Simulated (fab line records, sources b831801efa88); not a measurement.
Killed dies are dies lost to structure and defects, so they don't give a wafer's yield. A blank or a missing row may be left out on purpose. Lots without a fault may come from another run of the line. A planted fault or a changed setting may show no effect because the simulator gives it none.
Which tool did it? | flow sky130 | 6 lots, 18 wafers sampled, at 2 steps of a route of 708

WHAT THE GAUGES READ, wafer by wafer
SKY_CAP2M_THK_MEAS_04: measures by xrf.
lot  | measured     | on            | CAP2M_TIN_THK (nm)
L332 | day 40 08:08 | film_metro-03 | 195.5 199.8 199.5
L335 | day 41 08:19 | film_metro-03 | 194.5 197.3 195.8
L337 | day 42 01:22 | film_metro-04 | 197.1 197.8 197.8
L339 | day 43 01:24 | film_metro-02 | 200.7 202.4 201.2
L343 | day 43 12:52 | film_metro-03 | 194.8 195.8 191.7
L348 | day 45 02:04 | film_metro-03 | 196.6 202.1 198.1

WHICH TOOL RAN EACH LOT (tool, then ch and the chambers of the sampled wafers, then the start)
lot  | SKY_POLY_GATE_CVD_00
L332 | lpcvd-01 ch 1, day 14 12:34
L335 | lpcvd-01 ch 0, day 15 16:49
L337 | lpcvd-01 ch 1, day 16 15:13
L339 | lpcvd-01 ch 1, day 17 20:34
L343 | lpcvd-01 ch 1, day 18 18:58
L348 | lpcvd-01 ch 1, day 20 15:43
- SKY_POLY_GATE_CVD_00: deposits poly-Si, target thk 180 nm, time 720 s.

THE ANSWER, worked out from the rows above alone
Rule: what is usual is taken from the lots themselves. Put in order of their means at a reading, lots are off if they are a third of the lots or fewer, leave a main group of 4 or more, and stand apart from it by a gap of 3 or more times the standard deviation of the main group's means; of several such gaps the widest counts. A main group whose means are all the same, to the digits that the tables above print for the reading, isn't used. A lot without any number at a reading at which 4 lots or more have one is off too. The other lots that the step has rows for count as sound.
No lot is off at any reading shown: from this, nothing can be told.

WHAT THE SIMULATOR HAD PUT IN
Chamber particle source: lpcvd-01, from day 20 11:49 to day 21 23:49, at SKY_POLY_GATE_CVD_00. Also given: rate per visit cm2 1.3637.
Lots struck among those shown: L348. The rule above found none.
